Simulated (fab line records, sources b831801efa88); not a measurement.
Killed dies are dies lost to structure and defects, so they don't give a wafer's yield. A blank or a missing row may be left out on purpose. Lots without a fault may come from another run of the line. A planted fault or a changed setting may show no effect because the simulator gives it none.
Which tool did it? | flow gf180mcu | 12 lots, 36 wafers sampled, at 5 steps of a route of 602

WHAT THE GAUGES READ, wafer by wafer
GF_CONTACT_BOW_MEAS_05. Usual: CONTACT_BOW 66 um, standard deviation 6.5.
lot  | measured     | on            | CONTACT_BOW (um) | flag
L364 | day 15 05:17 | film_metro-04 | 67 63 61         |
L365 | day 15 17:40 | film_metro-04 | 68 64 68         |
L366 | day 16 04:41 | film_metro-04 | 80 51 67         |
L368 | day 16 20:09 | film_metro-03 | 62 71 70         |
L369 | day 17 10:13 | film_metro-01 | 80 68 73         |
L372 | day 18 08:47 | film_metro-04 | 58 61 62         |
L373 | day 19 01:19 | film_metro-01 | 63 60 64         |
L377 | day 20 02:57 | film_metro-04 | 72 69 61         |
L381 | day 21 13:46 | film_metro-03 | 66 61 59         |
L385 | day 22 22:02 | film_metro-03 | 72 66 66         |
L386 | day 23 05:45 | film_metro-01 | 66 57 69         |
L387 | day 23 10:56 | film_metro-01 | 76 68 63         |

GF_M1_THK_MEAS_06: measures by xrf. Usual: M1_ALCU_THK 454 nm, standard deviation 5.
lot  | measured     | on            | M1_ALCU_THK (nm) | flag
L364 | day 16 04:38 | film_metro-02 | 453 446 447      |
L365 | day 16 16:51 | film_metro-04 | 458 455 457      |
L366 | day 17 05:10 | film_metro-03 | 453 456 453      |
L368 | day 17 21:26 | film_metro-02 | 447 448 452      |
L369 | day 18 11:17 | film_metro-02 | 449 446 452      |
L372 | day 19 11:07 | film_metro-04 | 461 462 455      |
L373 | day 20 03:45 | film_metro-03 | 451 454 456      |
L377 | day 21 04:23 | film_metro-04 | 455 456 458      |
L381 | day 22 15:14 | film_metro-02 | 451 450 455      |
L385 | day 23 23:02 | film_metro-04 | 456 455 458      |
L386 | day 24 06:11 | film_metro-03 | 444 455 455      |
L387 | day 24 10:59 | film_metro-02 | 453 463 461      |

WHICH TOOL RAN EACH LOT (tool, then ch and the chambers of the sampled wafers, then the start)
lot  | GF_VT_IMPLANT_STRIP_31               | GF_HV_LDD_COAT_41                 | GF_HV_LDD_STRIP_49
L364 | plasma_asher-04 ch 0,1, day 6 21:56  | litho_track-01 ch 0, day 12 00:00 | plasma_asher-02 ch 0,1, day 12 10:15
L365 | plasma_asher-04 ch 0,1, day 7 05:58  | litho_track-04 ch 0, day 12 10:34 | plasma_asher-03 ch 0,1, day 12 20:52
L366 | plasma_asher-01 ch 0,1, day 7 13:22  | litho_track-01 ch 0, day 12 20:27 | plasma_asher-03 ch 0,1, day 13 07:12
L368 | plasma_asher-04 ch 0,1, day 8 00:16  | litho_track-01 ch 0, day 13 10:58 | plasma_asher-03 ch 0,1, day 13 21:40
L369 | plasma_asher-01 ch 0,1, day 8 12:04  | litho_track-04 ch 0, day 13 22:35 | plasma_asher-03 ch 0,1, day 14 09:49
L372 | plasma_asher-04 ch 0,1, day 9 02:54  | litho_track-04 ch 0, day 14 18:23 | plasma_asher-03 ch 0,1, day 15 05:59
L373 | plasma_asher-04 ch 1, day 9 16:53    | litho_track-01 ch 0, day 15 12:34 | plasma_asher-02 ch 0,1, day 15 23:27
L377 | plasma_asher-04 ch 0,1, day 10 13:10 | litho_track-01 ch 0, day 16 09:30 | plasma_asher-01 ch 0,1, day 16 21:19
L381 | plasma_asher-04 ch 0,1, day 11 16:53 | litho_track-04 ch 0, day 17 19:02 | plasma_asher-02 ch 0,1, day 18 06:59
L385 | plasma_asher-01 ch 0,1, day 12 16:03 | litho_track-01 ch 0, day 19 04:30 | plasma_asher-02 ch 0,1, day 19 17:03
L386 | plasma_asher-01 ch 0,1, day 12 22:31 | litho_track-01 ch 0, day 19 12:18 | plasma_asher-02 ch 0,1, day 20 01:25
L387 | plasma_asher-04 ch 0,1, day 13 06:06 | litho_track-02 ch 0, day 19 18:04 | plasma_asher-02 ch 0,1, day 20 06:29
- GF_VT_IMPLANT_STRIP_31: strips in O2/N2.
- GF_HV_LDD_COAT_41: resist thk 1000 nm.
- GF_HV_LDD_STRIP_49: strips in O2/N2.

WHAT THE TOOLS THEMSELVES READ (means of the sampled wafers that have a number; where no wafer has one, the mark that the record gives instead)
GF_VT_IMPLANT_STRIP_31. Usual: drypump_motor_current_A 5.6 A, standard deviation 0.36; heater_power_w 337 W, standard deviation 49; oes_product_au 0.716 a.u., standard deviation 0.0044; platen_temp_c 250.01 C, standard deviation 0.19; strip_time_to_endpoint_s 12.65 s, standard deviation 0.045.
lot  | tool            | drypump_motor_current_A (A) | heater_power_w (W) | oes_product_au (a.u.) | platen_temp_c (C) | strip_time_to_endpoint_s (s) | flag
L364 | plasma_asher-04 | 5.7                         | 320                | 0.713                 | 249.82            | 12.65                        |
L365 | plasma_asher-04 | 5.7                         | 322                | 0.721                 | 250.10            | 12.67                        |
L366 | plasma_asher-01 | 5.6                         | 312                | 0.714                 | 250.12            | 12.60                        |
L368 | plasma_asher-04 | 5.6                         | 318                | 0.714                 | 250.10            | 12.64                        |
L369 | plasma_asher-01 | 5.9                         | 346                | 0.716                 | 249.95            | 12.67                        |
L372 | plasma_asher-04 | 5.6                         | 317                | 0.714                 | 250.14            | 12.62                        |
L373 | plasma_asher-04 | 5.7                         | 307                | 0.716                 | 250.17            | 12.68                        |
L377 | plasma_asher-04 | 5.7                         | 309                | 0.717                 | 249.89            | 12.65                        |
L381 | plasma_asher-04 | 5.6                         | 324                | 0.720                 | 250.13            | 12.70                        |
L385 | plasma_asher-01 | 5.6                         | 306                | 0.721                 | 249.86            | 12.66                        |
L386 | plasma_asher-01 | 5.9                         | 343                | 0.717                 | 250.08            | 12.62                        |
L387 | plasma_asher-04 | 5.6                         | 318                | 0.717                 | 250.27            | 12.76                        |

GF_HV_LDD_COAT_41. Usual: spin_speed_rpm 3000.1 rpm, standard deviation 2.1.
lot  | tool           | spin_speed_rpm (rpm) | flag
L364 | litho_track-01 | 2999.4               |
L365 | litho_track-04 | 2998.6               |
L366 | litho_track-01 | 3001.0               |
L368 | litho_track-01 | 3000.8               |
L369 | litho_track-04 | 3000.9               |
L372 | litho_track-04 | 2997.9               |
L373 | litho_track-01 | 3129.5               | OFF
L377 | litho_track-01 | 3129.0               | OFF
L381 | litho_track-04 | 3000.0               |
L385 | litho_track-01 | 3000.1               |
L386 | litho_track-01 | 2999.3               |
L387 | litho_track-02 | 3000.1               |

GF_HV_LDD_STRIP_49. Usual: drypump_motor_current_A 5.7 A, standard deviation 0.38; heater_power_w 358 W, standard deviation 43; oes_product_au 0.716 a.u., standard deviation 0.0044; platen_temp_c 249.96 C, standard deviation 0.16; strip_time_to_endpoint_s 12.62 s, standard deviation 0.037.
lot  | tool            | drypump_motor_current_A (A) | heater_power_w (W) | oes_product_au (a.u.) | platen_temp_c (C) | strip_time_to_endpoint_s (s) | flag
L364 | plasma_asher-02 | 5.3                         | 392                | 0.715                 | 250.10            | 12.62                        |
L365 | plasma_asher-03 | 5.8                         | 362                | 0.712                 | 249.95            | 12.61                        |
L366 | plasma_asher-03 | 5.8                         | 357                | 0.717                 | 249.73            | 12.64                        |
L368 | plasma_asher-03 | 5.9                         | 334                | 0.716                 | 250.10            | 12.64                        |
L369 | plasma_asher-03 | 5.9                         | 341                | 0.718                 | 249.90            | 12.67                        |
L372 | plasma_asher-03 | 5.9                         | 335                | 0.714                 | 249.97            | 12.69                        |
L373 | plasma_asher-02 | 5.5                         | 407                | 0.719                 | 249.86            | 12.39                        | OFF
L377 | plasma_asher-01 | 5.6                         | 311                | 0.714                 | 249.82            | 12.35                        | OFF
L381 | plasma_asher-02 | 5.5                         | 409                | 0.720                 | 249.89            | 12.58                        |
L385 | plasma_asher-02 | 5.5                         | 391                | 0.715                 | 250.09            | 12.66                        |
L386 | plasma_asher-02 | 5.3                         | 382                | 0.719                 | 249.99            | 12.61                        |
L387 | plasma_asher-02 | 5.3                         | 378                | 0.715                 | 250.14            | 12.62                        |

THE ANSWER, worked out from the rows above alone
Rule: a lot is off if the mean of its wafers that have a number lies more than 3 standard deviations from the usual mean. A lot without any number at a reading at which 4 lots or more have one is off too. The other lots that the step has rows for count as sound. The gauges are gone through in route order, then the tools' own readings, and for those a lot's mean is taken as printed above. The first step at which some lot is off is used, and at that step the reading that is off furthest; a lot without a number counts as furthest.
Off: L373, L377, at GF_HV_LDD_COAT_41 (spin_speed_rpm).
A tool fits if, at that step or a process step before it, it ran every lot that is off, and no sound lot after the first of them. None of those tried fits.

WHAT THE SIMULATOR HAD PUT IN
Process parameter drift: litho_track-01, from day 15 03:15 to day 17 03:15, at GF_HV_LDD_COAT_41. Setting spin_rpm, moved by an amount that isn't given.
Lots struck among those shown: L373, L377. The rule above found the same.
